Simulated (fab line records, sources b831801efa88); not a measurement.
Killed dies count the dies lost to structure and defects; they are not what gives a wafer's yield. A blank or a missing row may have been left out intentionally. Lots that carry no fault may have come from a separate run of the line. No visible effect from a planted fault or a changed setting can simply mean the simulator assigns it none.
Which tool did it? | flow gf180mcu | Sampling: 12 lots, 36 wafers, 6 of 602 route steps

== WHAT THE GAUGES SHOWED, per wafer ==
GF_V2_THK_MEAS_03. Usual: V2_CVD_02_THK gives 852 nm (standard deviation 10).
lot  | measured     | on            | V2_CVD_02_THK (nm) | flag
L893 | day 19 13:58 | film metro-03 | 833 833 850        |
L898 | day 21 07:39 | film metro-02 | 855 874 873        |
L899 | day 21 19:55 | film metro-04 | 845 858 853        |
L905 | day 23 17:40 | film metro-03 | 839 843 854        |
L906 | day 24 01:47 | film metro-04 | 840 859 858        |
L907 | day 24 11:06 | film metro-03 | 840 861 855        |
L908 | day 24 22:28 | film metro-04 | 844 840 855        |
L909 | day 25 05:15 | film metro-03 | 851 869 857        |
L910 | day 25 11:23 | film metro-04 | 831 854 858        |
L911 | day 25 16:38 | film metro-02 | 846 838 872        |
L912 | day 26 02:46 | film metro-04 | 839 857 863        |
L915 | day 27 06:42 | film metro-04 | 833 860 852        |

GF_V2_CD_MEAS_14: target cd 260 nm. Usual: 260.0 nm for cd nm, sd 1.3.
lot  | measured     | on        | cd nm (nm)        | flag
L893 | day 20 15:09 | cd sem-01 | 262.0 263.3 260.8 |
L898 | day 22 08:09 | cd sem-02 | 261.2 262.1 261.4 |
L899 | day 22 20:04 | cd sem-01 | 257.9 258.0 256.9 |
L905 | day 24 16:08 | cd sem-02 | 259.0 259.3 258.5 |
L906 | day 24 23:48 | cd sem-01 | 257.6 257.6 258.5 |
L907 | day 25 09:29 | cd sem-02 | 258.8 258.6 258.6 |
L908 | day 25 21:10 | cd sem-02 | 259.9 259.4 258.8 |
L909 | day 26 03:17 | cd sem-02 | 260.9 260.0 259.8 |
L910 | day 26 08:31 | cd sem-02 | 270.5 269.9 270.6 | OFF
L911 | day 26 14:27 | cd sem-01 | 269.1 269.9 270.6 | OFF
L912 | day 27 00:52 | cd sem-02 | 267.6 266.4 268.6 | OFF
L915 | day 28 03:19 | cd sem-01 | 260.3 261.6 261.8 |

GF_V2_RS_MEAS_24: measurement is done with a four-point probe. Usual: V2_W_RS gives 0.326 ohm/sq (standard deviation 0.0033).
lot  | measured     | on            | V2_W_RS (ohm/sq)  | flag
L893 | day 20 16:11 | film metro-03 | 0.325 0.328 0.328 |
L898 | day 22 09:20 | film metro-02 | 0.320 0.320 0.323 |
L899 | day 22 21:15 | film metro-03 | 0.329 0.330 0.323 |
L905 | day 24 17:13 | film metro-03 | 0.328 0.328 0.330 |
L906 | day 25 00:50 | film metro-02 | 0.325 0.325 0.324 |
L907 | day 25 10:31 | film metro-04 | 0.320 0.320 0.327 |
L908 | day 25 22:13 | film metro-04 | 0.329 0.330 0.323 |
L909 | day 26 04:43 | film metro-02 | 0.323 0.319 0.321 |
L910 | day 26 09:38 | film metro-02 | 0.323 0.329 0.323 |
L911 | day 26 15:29 | film metro-02 | 0.329 0.325 0.325 |
L912 | day 27 02:03 | film metro-03 | 0.326 0.328 0.323 |
L915 | day 28 04:22 | film metro-02 | 0.320 0.324 0.321 |

== EACH LOT AND THE TOOL THAT RAN IT (in order: tool; ch and the chambers of the sampled wafers; start) ==
lot  | GF_V2_CVD_02                    | GF_V2_COAT_09                     | GF_V2_STRIP_18
L893 | pecvd-01 ch 0,2, day 19 13:53   | litho track-03 ch 0, day 20 02:00 | plasma asher-04 ch 0,1, day 20 15:26
L898 | pecvd-02 ch 0,1, day 21 07:34   | litho track-03 ch 0, day 21 20:00 | plasma asher-03 ch 0,1, day 22 08:25
L899 | pecvd-04 ch 0,2, day 21 19:50   | litho track-03 ch 0, day 22 08:00 | plasma asher-01 ch 0,1, day 22 20:20
L905 | pecvd-02 ch 1,2, day 23 17:36   | litho track-01 ch 0, day 24 04:00 | plasma asher-03 ch 0,1, day 24 16:29
L906 | pecvd-02 ch 1,2, day 24 01:43   | litho track-03 ch 0, day 24 12:00 | plasma asher-01 ch 0,1, day 25 00:04
L907 | pecvd-04 ch 0,2, day 24 11:02   | litho track-01 ch 0, day 24 22:00 | plasma asher-03 ch 1, day 25 09:46
L908 | pecvd-01 ch 1,2, day 24 22:23   | litho track-03 ch 0, day 25 09:00 | plasma asher-01 ch 0,1, day 25 21:26
L909 | pecvd-04 ch 0,2, day 25 05:11   | litho track-02 ch 0, day 25 16:00 | plasma asher-01 ch 0,1, day 26 03:34
L910 | pecvd-01 ch 0,1,2, day 25 11:17 | litho track-03 ch 0, day 25 22:00 | plasma asher-01 ch 0,1, day 26 08:47
L911 | pecvd-04 ch 0,1, day 25 16:34   | litho track-03 ch 0, day 26 03:00 | plasma asher-01 ch 0,1, day 26 14:44
L912 | pecvd-04 ch 0,1,2, day 26 02:41 | litho track-03 ch 0, day 26 13:00 | plasma asher-03 ch 0,1, day 27 01:08
L915 | pecvd-01 ch 0,1,2, day 27 06:38 | litho track-02 ch 0, day 27 17:00 | plasma asher-04 ch 1, day 28 03:37
- GF_V2_CVD_02: deposits SiO2 from TEOS, target thk 850 nm, time 94.851 s.
- GF_V2_COAT_09: resist thk 1000 nm.
- GF_V2_STRIP_18: strips in O2/N2.

== WHAT THE TOOLS THEMSELVES READ (means of the sampled wafers that have a number; where no wafer has one, the mark that the record gives instead) ==
GF_V2_CVD_02. Usual: 634 W for heater power w, sd 110.
lot  | tool     | heater power w (W) | flag
L893 | pecvd-01 | 706                |
L898 | pecvd-02 | 607                |
L899 | pecvd-04 | 630                |
L905 | pecvd-02 | 554                |
L906 | pecvd-02 | 547                |
L907 | pecvd-04 | 668                |
L908 | pecvd-01 | 781                |
L909 | pecvd-04 | 659                |
L910 | pecvd-01 | 678                |
L911 | pecvd-04 | 599                |
L912 | pecvd-04 | 640                |
L915 | pecvd-01 | 681                |

GF_V2_STRIP_18. Usual: drypump motor current A 5.9 A, standard deviation 0.39; heater power w 328 W, standard deviation 25; oes product au 0.592 a.u., standard deviation 0.005; platen temp c 250.01 C, standard deviation 0.2.
lot  | tool            | drypump motor current A (A) | heater power w (W) | oes product au (a.u.) | platen temp c (C) | flag
L893 | plasma asher-04 | 5.6                         | 292                | 0.587                 | 249.72            |
L898 | plasma asher-03 | 5.7                         | 327                | 0.595                 | 249.95            |
L899 | plasma asher-01 | 6.3                         | 342                | 0.595                 | 249.82            |
L905 | plasma asher-03 | 5.6                         | 332                | 0.589                 | 249.97            |
L906 | plasma asher-01 | 6.0                         | 332                | 0.594                 | 249.76            |
L907 | plasma asher-03 | 5.6                         | 344                | 0.595                 | 249.99            |
L908 | plasma asher-01 | 6.1                         | 329                | 0.594                 | 249.92            |
L909 | plasma asher-01 | 6.3                         | 346                | 0.599                 | 249.89            |
L910 | plasma asher-01 | 6.3                         | 350                | 0.503                 | 250.05            | OFF
L911 | plasma asher-01 | 6.3                         | 351                | 0.504                 | 250.05            | OFF
L912 | plasma asher-03 | 5.6                         | 332                | 0.507                 | 249.71            | OFF
L915 | plasma asher-04 | 5.8                         | 278                | 0.596                 | 250.04            |

== THE ANSWER, worked out from the rows above alone ==
Rule: a lot counts as off when the mean over its wafers that have a number is more than 3 standard deviations away from the usual mean. A lot without any number at a reading at which 4 lots or more have one is off too. Any other lot the step has rows for is counted as sound. Order of review: gauges by route order, followed by the tools' own readings, for which a lot's mean as printed above is used. At the first step where some lot is off, the reading lying furthest off is the one used; lots without a number count as furthest.
Off: L910, L911, L912 (GF_V2_CD_MEAS_14, cd nm).
If a tool, at a process step before that reading, ran all the lots that are off and no sound lot after the first of them, it fits. Not tried: the gauges at GF_V2_CD_MEAS_14; whatever is off there is also off at GF_V2_STRIP_18, on other tools, and gauge error can't account for it. One candidate fits, namely litho track-03 at GF_V2_COAT_09. Its last sound lot is L908 (day 25 09:00), its first lot that is off L910 (day 25 22:00): a fault that began between those two fits.

== WHAT HAD BEEN PUT IN BY THE SIMULATOR ==
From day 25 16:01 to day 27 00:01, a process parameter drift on litho track-03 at GF_V2_COAT_09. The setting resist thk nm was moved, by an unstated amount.
Shown lots that were struck: L910, L911, L912. The rule given above showed the same thing.
